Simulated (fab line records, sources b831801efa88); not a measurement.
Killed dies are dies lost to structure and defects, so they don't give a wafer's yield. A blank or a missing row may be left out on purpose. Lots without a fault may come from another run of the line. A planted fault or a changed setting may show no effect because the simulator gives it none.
Which tool did it? | flow sky130 | 7 lots, 21 wafers sampled, at 3 steps of a route of 708

WHAT THE GAUGES READ, wafer by wafer
SKY_VT_ADJUST_LVTN_TW_MEAS_10.
lot  | measured     | on            | VT_ADJUST_LVTN_TW
L322 | day 8 14:55  | film_metro-02 | 244.2 244.4 245.0
L324 | day 8 22:25  | film_metro-02 | 244.2 242.7 244.9
L328 | day 9 16:47  | film_metro-01 | 242.3 242.4 243.1
L330 | day 10 09:03 | film_metro-01 | 241.1 241.1 242.4
L335 | day 11 05:58 | film_metro-02 | 30.3 30.3 30.2
L337 | day 11 19:12 | film_metro-03 | 30.2 30.2 30.2
L341 | day 12 22:23 | film_metro-02 | 242.8 244.6 244.1

WHICH TOOL RAN EACH LOT (tool, then ch and the chambers of the sampled wafers, then the start)
lot  | SKY_FIELD_ISO_ETCH_14             | SKY_VT_ADJUST_LVTN_IMPLANT_08
L322 | rie_diel-04 ch 0,2, day 2 20:41   | implanter-02 ch 0, day 8 14:42
L324 | rie_diel-04 ch 0,3, day 3 05:37   | implanter-04 ch 0, day 8 22:11
L328 | rie_diel-04 ch 0,1,3, day 4 04:55 | implanter-01 ch 0, day 9 16:34
L330 | rie_diel-04 ch 0,2,3, day 4 23:46 | implanter-01 ch 0, day 10 08:48
L335 | rie_diel-02 ch 0,1,2, day 5 15:41 | implanter-04, day 11 05:43
L337 | rie_diel-01 ch 2,3, day 6 04:03   | implanter-04, day 11 18:57
L341 | rie_diel-02 ch 0,3, day 6 23:47   | implanter-02 ch 0, day 12 22:08
- SKY_FIELD_ISO_ETCH_14: etches BARC in N2/H2, stops on SiO2, time 45.9 s, target depth 60 nm.
- SKY_VT_ADJUST_LVTN_IMPLANT_08

THE ANSWER, worked out from the rows above alone
Rule: what is usual is taken from the lots themselves. Put in order of their means at a reading, lots are off if they are a third of the lots or fewer, leave a main group of 4 or more, and stand apart from it by a gap of 3 or more times the standard deviation of the main group's means; of several such gaps the widest counts. A main group whose means are all the same, to the digits that the tables above print for the reading, isn't used. A lot without any number at a reading at which 4 lots or more have one is off too. The other lots that the step has rows for count as sound.
Off: L335, L337, at SKY_VT_ADJUST_LVTN_TW_MEAS_10 (VT_ADJUST_LVTN_TW). The main group: mean 243.3, standard deviation 1.1.
A tool fits if, at a process step before that reading, it ran every lot that is off, and no sound lot after the first of them. The gauges at SKY_VT_ADJUST_LVTN_TW_MEAS_10 are tried like those tools. One fits: implanter-04 at SKY_VT_ADJUST_LVTN_IMPLANT_08. Its last sound lot is L324 (day 8 22:11), its first lot that is off L335 (day 11 05:43): a fault that began between those two fits.

WHAT THE SIMULATOR HAD PUT IN
Skipped step whole: implanter-04, from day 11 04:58 on, at SKY_VT_ADJUST_LVTN_IMPLANT_08. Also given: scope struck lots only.
Lots struck among those shown: L335, L337. The rule above found the same.
